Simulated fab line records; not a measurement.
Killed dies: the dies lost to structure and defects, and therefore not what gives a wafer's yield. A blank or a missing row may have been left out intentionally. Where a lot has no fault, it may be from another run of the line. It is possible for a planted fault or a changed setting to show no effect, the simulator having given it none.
Matching of chambers / flow sky130 / 4 sister chambers for SKY_VIA1_ETCH_14 on rieDiel-04
The step etches BARC in N2/H2, stops on SiO2, time 45.9 s, target depth 60 nm. 8 wafers are shown with their chamber, then 9 later ones without.

EACH WAFER AND ITS CHAMBER
wafer=L078.2; chamber=0; drypumpMotorCurrentA (A)=5.87; n2FlowSccm (sccm)=99.91
wafer=L079.5; chamber=2; drypumpMotorCurrentA (A)=5.70; n2FlowSccm (sccm)=99.63
wafer=L081.1; chamber=0; drypumpMotorCurrentA (A)=5.86; n2FlowSccm (sccm)=99.62
wafer=L081.4; chamber=1; drypumpMotorCurrentA (A)=5.61; n2FlowSccm (sccm)=99.79
wafer=L082.2; chamber=1; drypumpMotorCurrentA (A)=5.64; n2FlowSccm (sccm)=99.86
wafer=L088.2; chamber=3; drypumpMotorCurrentA (A)=5.27; n2FlowSccm (sccm)=100.26
wafer=L088.3; chamber=2; drypumpMotorCurrentA (A)=5.70; n2FlowSccm (sccm)=99.59
wafer=L088.6; chamber=3; drypumpMotorCurrentA (A)=5.26; n2FlowSccm (sccm)=99.83

WAFERS MISSING THEIR CHAMBER
wafer=L092.1; drypumpMotorCurrentA (A)=5.91; n2FlowSccm (sccm)=99.88
wafer=L092.3; drypumpMotorCurrentA (A)=5.73; n2FlowSccm (sccm)=100.41
wafer=L092.5; drypumpMotorCurrentA (A)=5.75; n2FlowSccm (sccm)=100.21
wafer=L095.1; drypumpMotorCurrentA (A)=5.26; n2FlowSccm (sccm)=100.09
wafer=L095.2; drypumpMotorCurrentA (A)=5.89; n2FlowSccm (sccm)=99.82
wafer=L095.3; drypumpMotorCurrentA (A)=5.69; n2FlowSccm (sccm)=100.38
wafer=L096.3; drypumpMotorCurrentA (A)=5.86; n2FlowSccm (sccm)=100.43
wafer=L096.5; drypumpMotorCurrentA (A)=5.62; n2FlowSccm (sccm)=99.82
wafer=L096.6; drypumpMotorCurrentA (A)=5.71; n2FlowSccm (sccm)=100.33

WHICH CHAMBER EACH WENT THROUGH
wafer=L092.1; from the rows above=0; in truth=0
wafer=L092.3; from the rows above=2; in truth=2
wafer=L092.5; from the rows above=2; in truth=2
wafer=L095.1; from the rows above=3; in truth=3
wafer=L095.2; from the rows above=0; in truth=0
wafer=L095.3; from the rows above=2; in truth=2
wafer=L096.3; from the rows above=0; in truth=0
wafer=L096.5; from the rows above=1; in truth=1
wafer=L096.6; from the rows above=2; in truth=2
9 of 9 placed correctly. Not placeable from these rows: 0. Placed wrongly: 0.
How it was worked out, from the rows above alone: a wafer's distance from a chamber is the root of the sum, over the readings, of the square of ((its reading less the chamber's mean) divided by the reading's scatter). If the next closest chamber is less than 2 further off than the closest, the wafer can't be placed; otherwise it belongs to the closest. For every chamber, the mean is computed from those of its wafers that are shown. How the scatter is found: for the shown wafers, subtract from each reading the mean of its chamber, square and add these, divide the total by (wafers less chambers), then take the root.
